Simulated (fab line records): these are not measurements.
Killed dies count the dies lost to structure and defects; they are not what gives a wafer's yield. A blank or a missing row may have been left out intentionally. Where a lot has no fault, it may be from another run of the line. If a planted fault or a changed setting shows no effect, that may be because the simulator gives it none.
Which tool did it? || flow sky130 || Sampling: 15 lots, 42 wafers, 5 of 708 route steps

WHAT THE GAUGES READ, wafer by wafer
SKY_FIELD_ISO_THK_MEAS_02. Usual: FIELD_ISO_OXIDATION_00_THK gives 12.01 nm (standard deviation 0.21).
{"lot": "L855", "measured": "day 1 14:15", "on": "film metro-03", "FIELD_ISO_OXIDATION_00_THK (nm)": "12.26 12.35 12.09", "flag": ""}
{"lot": "L856", "measured": "day 1 16:38", "on": "film metro-01", "FIELD_ISO_OXIDATION_00_THK (nm)": "11.87 12.02 11.75", "flag": ""}
{"lot": "L858", "measured": "day 2 02:38", "on": "film metro-03", "FIELD_ISO_OXIDATION_00_THK (nm)": "11.70 11.73 11.77", "flag": ""}
{"lot": "L860", "measured": "day 2 12:44", "on": "film metro-03", "FIELD_ISO_OXIDATION_00_THK (nm)": "12.29 12.19 12.08", "flag": ""}
{"lot": "L861", "measured": "day 2 19:00", "on": "film metro-03", "FIELD_ISO_OXIDATION_00_THK (nm)": "12.09 12.10 12.05", "flag": ""}
{"lot": "L862", "measured": "day 3 00:26", "on": "film metro-01", "FIELD_ISO_OXIDATION_00_THK (nm)": "11.77 11.55 11.61", "flag": ""}
{"lot": "L863", "measured": "day 3 04:00", "on": "film metro-02", "FIELD_ISO_OXIDATION_00_THK (nm)": "12.03 12.06 11.93", "flag": ""}
{"lot": "L867", "measured": "day 3 23:45", "on": "film metro-03", "FIELD_ISO_OXIDATION_00_THK (nm)": "11.87 11.83", "flag": ""}
{"lot": "L871", "measured": "day 4 20:53", "on": "film metro-01", "FIELD_ISO_OXIDATION_00_THK (nm)": "12.27 12.15", "flag": ""}
{"lot": "L873", "measured": "day 5 05:38", "on": "film metro-01", "FIELD_ISO_OXIDATION_00_THK (nm)": "11.90 11.98", "flag": ""}
{"lot": "L874", "measured": "day 5 10:48", "on": "film metro-01", "FIELD_ISO_OXIDATION_00_THK (nm)": "11.96 11.99 11.98", "flag": ""}
{"lot": "L875", "measured": "day 5 16:50", "on": "film metro-03", "FIELD_ISO_OXIDATION_00_THK (nm)": "12.10 12.26 12.01", "flag": ""}
{"lot": "L876", "measured": "day 5 20:38", "on": "film metro-01", "FIELD_ISO_OXIDATION_00_THK (nm)": "11.94 11.89 11.77", "flag": ""}
{"lot": "L877", "measured": "day 6 02:42", "on": "film metro-01", "FIELD_ISO_OXIDATION_00_THK (nm)": "11.97 12.01 12.23", "flag": ""}
{"lot": "L878", "measured": "day 6 09:36", "on": "film metro-03", "FIELD_ISO_OXIDATION_00_THK (nm)": "12.64 12.56 12.46", "flag": ""}

SKY_DNWELL_TW_MEAS_09. Usual: DNWELL_TW gives 1098 (standard deviation 10).
{"lot": "L855", "measured": "day 3 04:38", "on": "film metro-03", "DNWELL_TW": "1107 1107 1105", "flag": ""}
{"lot": "L856", "measured": "day 3 12:34", "on": "film metro-03", "DNWELL_TW": "1108 1107 1097", "flag": ""}
{"lot": "L858", "measured": "day 3 21:31", "on": "film metro-04", "DNWELL_TW": "1105 1105 1105", "flag": ""}
{"lot": "L860", "measured": "day 4 06:49", "on": "film metro-01", "DNWELL_TW": "1088 1084 1084", "flag": ""}
{"lot": "L861", "measured": "day 4 13:40", "on": "film metro-01", "DNWELL_TW": "1078 1080 1081", "flag": ""}
{"lot": "L862", "measured": "day 4 18:37", "on": "film metro-01", "DNWELL_TW": "1081 1088 1089", "flag": ""}
{"lot": "L863", "measured": "day 5 00:05", "on": "film metro-01", "DNWELL_TW": "1090 1084 1087", "flag": ""}
{"lot": "L867", "measured": "day 5 20:04", "on": "film metro-04", "DNWELL_TW": "1162 1109", "flag": "OFF"}
{"lot": "L871", "measured": "day 6 23:05", "on": "film metro-03", "DNWELL_TW": "1145 1150", "flag": "OFF"}
{"lot": "L873", "measured": "day 7 09:16", "on": "film metro-04", "DNWELL_TW": "1163 1109", "flag": "OFF"}
{"lot": "L874", "measured": "day 7 11:52", "on": "film metro-04", "DNWELL_TW": "1114 1113 1113", "flag": ""}
{"lot": "L875", "measured": "day 7 16:22", "on": "film metro-03", "DNWELL_TW": "1099 1105 1096", "flag": ""}
{"lot": "L876", "measured": "day 7 20:07", "on": "film metro-04", "DNWELL_TW": "1110 1109 1106", "flag": ""}
{"lot": "L877", "measured": "day 8 02:45", "on": "film metro-01", "DNWELL_TW": "1091 1089 1082", "flag": ""}
{"lot": "L878", "measured": "day 8 12:47", "on": "film metro-04", "DNWELL_TW": "1115 1119 1113", "flag": ""}

SKY_NWELL_TW_MEAS_26. Usual: NWELL_2_TW gives 488 (standard deviation 4.7).
{"lot": "L855", "measured": "day 5 06:39", "on": "film metro-03", "NWELL_2_TW": "493 488 497", "flag": ""}
{"lot": "L856", "measured": "day 5 15:36", "on": "film metro-01", "NWELL_2_TW": "483 485 482", "flag": ""}
{"lot": "L858", "measured": "day 6 01:32", "on": "film metro-01", "NWELL_2_TW": "485 488 483", "flag": ""}
{"lot": "L860", "measured": "day 6 12:11", "on": "film metro-03", "NWELL_2_TW": "489 489 491", "flag": ""}
{"lot": "L861", "measured": "day 6 18:54", "on": "film metro-04", "NWELL_2_TW": "498 496 499", "flag": ""}
{"lot": "L862", "measured": "day 7 01:53", "on": "film metro-01", "NWELL_2_TW": "483 483 484", "flag": ""}
{"lot": "L863", "measured": "day 7 07:35", "on": "film metro-04", "NWELL_2_TW": "490 494 492", "flag": ""}
{"lot": "L867", "measured": "day 8 06:50", "on": "film metro-03", "NWELL_2_TW": "489 489", "flag": ""}
{"lot": "L871", "measured": "day 9 12:53", "on": "film metro-01", "NWELL_2_TW": "485 481", "flag": ""}
{"lot": "L873", "measured": "day 10 01:06", "on": "film metro-01", "NWELL_2_TW": "482 483", "flag": ""}
{"lot": "L874", "measured": "day 10 03:45", "on": "film metro-04", "NWELL_2_TW": "496 494 495", "flag": ""}
{"lot": "L875", "measured": "day 10 07:44", "on": "film metro-01", "NWELL_2_TW": "485 485 484", "flag": ""}
{"lot": "L876", "measured": "day 10 12:53", "on": "film metro-04", "NWELL_2_TW": "494 494 491", "flag": ""}
{"lot": "L877", "measured": "day 10 20:54", "on": "film metro-04", "NWELL_2_TW": "495 493 493", "flag": ""}
{"lot": "L878", "measured": "day 11 06:25", "on": "film metro-01", "NWELL_2_TW": "487 484 485", "flag": ""}

SKY_VT_ADJUST_HVTP_CD_MEAS_07: the cd target is 380 nm. Usual: cd nm reads 380.2 nm (standard deviation 2.8).
{"lot": "L855", "measured": "day 6 01:08", "on": "cd sem-02", "cd nm (nm)": "377.7 381.0 378.7", "flag": ""}
{"lot": "L856", "measured": "day 6 09:52", "on": "cd sem-02", "cd nm (nm)": "382.5 384.1 385.4", "flag": ""}
{"lot": "L858", "measured": "day 6 20:04", "on": "cd sem-01", "cd nm (nm)": "382.0 385.0 383.0", "flag": ""}
{"lot": "L860", "measured": "day 7 07:52", "on": "cd sem-01", "cd nm (nm)": "379.0 380.5 378.5", "flag": ""}
{"lot": "L861", "measured": "day 7 14:43", "on": "cd sem-01", "cd nm (nm)": "377.9 377.3 377.5", "flag": ""}
{"lot": "L862", "measured": "day 7 22:05", "on": "cd sem-01", "cd nm (nm)": "382.6 382.7 380.9", "flag": ""}
{"lot": "L863", "measured": "day 8 03:41", "on": "cd sem-02", "cd nm (nm)": "377.3 378.1 376.1", "flag": ""}
{"lot": "L867", "measured": "day 9 04:31", "on": "cd sem-02", "cd nm (nm)": "382.2 380.8", "flag": ""}
{"lot": "L871", "measured": "day 10 10:42", "on": "cd sem-01", "cd nm (nm)": "381.6 379.6", "flag": ""}
{"lot": "L873", "measured": "day 11 00:19", "on": "cd sem-02", "cd nm (nm)": "376.1 377.8", "flag": ""}
{"lot": "L874", "measured": "day 11 03:10", "on": "cd sem-01", "cd nm (nm)": "374.8 376.4 375.9", "flag": ""}
{"lot": "L875", "measured": "day 11 07:01", "on": "cd sem-02", "cd nm (nm)": "381.5 382.2 380.4", "flag": ""}
{"lot": "L876", "measured": "day 11 12:39", "on": "cd sem-01", "cd nm (nm)": "375.2 377.1 378.0", "flag": ""}
{"lot": "L877", "measured": "day 11 20:26", "on": "cd sem-02", "cd nm (nm)": "382.0 385.3 383.2", "flag": ""}
{"lot": "L878", "measured": "day 12 06:30", "on": "cd sem-02", "cd nm (nm)": "382.8 385.6 382.2", "flag": ""}

WHAT TOOL EACH LOT RAN ON (gives the tool, then ch and the chambers of the sampled wafers, and finally the start)
{"lot": "L855", "SKY_DNWELL_IMPLANT_07": "implanter-02 ch 0, day 3 04:23"}
{"lot": "L856", "SKY_DNWELL_IMPLANT_07": "implanter-02 ch 0, day 3 12:20"}
{"lot": "L858", "SKY_DNWELL_IMPLANT_07": "implanter-03 ch 0, day 3 21:16"}
{"lot": "L860", "SKY_DNWELL_IMPLANT_07": "implanter-04 ch 0, day 4 06:34"}
{"lot": "L861", "SKY_DNWELL_IMPLANT_07": "implanter-04 ch 0, day 4 13:26"}
{"lot": "L862", "SKY_DNWELL_IMPLANT_07": "implanter-02 ch 0, day 4 18:22"}
{"lot": "L863", "SKY_DNWELL_IMPLANT_07": "implanter-04 ch 0, day 4 23:50"}
{"lot": "L867", "SKY_DNWELL_IMPLANT_07": "implanter-04 ch 0, day 5 19:49"}
{"lot": "L871", "SKY_DNWELL_IMPLANT_07": "implanter-04 ch 0, day 6 22:50"}
{"lot": "L873", "SKY_DNWELL_IMPLANT_07": "implanter-04 ch 0, day 7 09:01"}
{"lot": "L874", "SKY_DNWELL_IMPLANT_07": "implanter-02 ch 0, day 7 11:38"}
{"lot": "L875", "SKY_DNWELL_IMPLANT_07": "implanter-02 ch 0, day 7 16:07"}
{"lot": "L876", "SKY_DNWELL_IMPLANT_07": "implanter-02 ch 0, day 7 19:52"}
{"lot": "L877", "SKY_DNWELL_IMPLANT_07": "implanter-03 ch 0, day 8 02:31"}
{"lot": "L878", "SKY_DNWELL_IMPLANT_07": "implanter-02 ch 0, day 8 12:34"}
- SKY_DNWELL_IMPLANT_07

WHAT THE TOOLS THEMSELVES READ (means of the sampled wafers that have a number; where no wafer has one, the mark that the record gives instead)
The record holds no such reading with a usual standard deviation.

THE ANSWER, worked out from the rows above alone
Rule: take the mean of a lot's wafers that have a number; if it is more than 3 standard deviations from the usual mean, the lot is off. Also off: a lot with no number at a reading for which 4 or more lots have one. The other lots that the step has rows for count as sound. Order of review: gauges by route order, followed by the tools' own readings, for which a lot's mean as printed above is used. The first step at which some lot is off is used, and at that step the reading that is off furthest; a lot without a number counts as furthest.
Off: L867, L871, L873, seen at SKY_DNWELL_TW_MEAS_09 (DNWELL_TW).
A tool fits if, at a process step before that reading, it ran every lot that is off, and no sound lot after the first of them. Gauges at SKY_DNWELL_TW_MEAS_09: tried the same way as those tools. One fits: SKY_DNWELL_IMPLANT_07 on implanter-04. Its last sound lot is L863 (day 4 23:50), its first lot that is off L867 (day 5 19:49): a fault that began between those two fits.

WHAT THE SIMULATOR HAD PUT IN
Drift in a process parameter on implanter-04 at SKY_DNWELL_IMPLANT_07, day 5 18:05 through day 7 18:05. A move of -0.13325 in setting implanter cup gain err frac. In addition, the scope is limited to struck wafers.
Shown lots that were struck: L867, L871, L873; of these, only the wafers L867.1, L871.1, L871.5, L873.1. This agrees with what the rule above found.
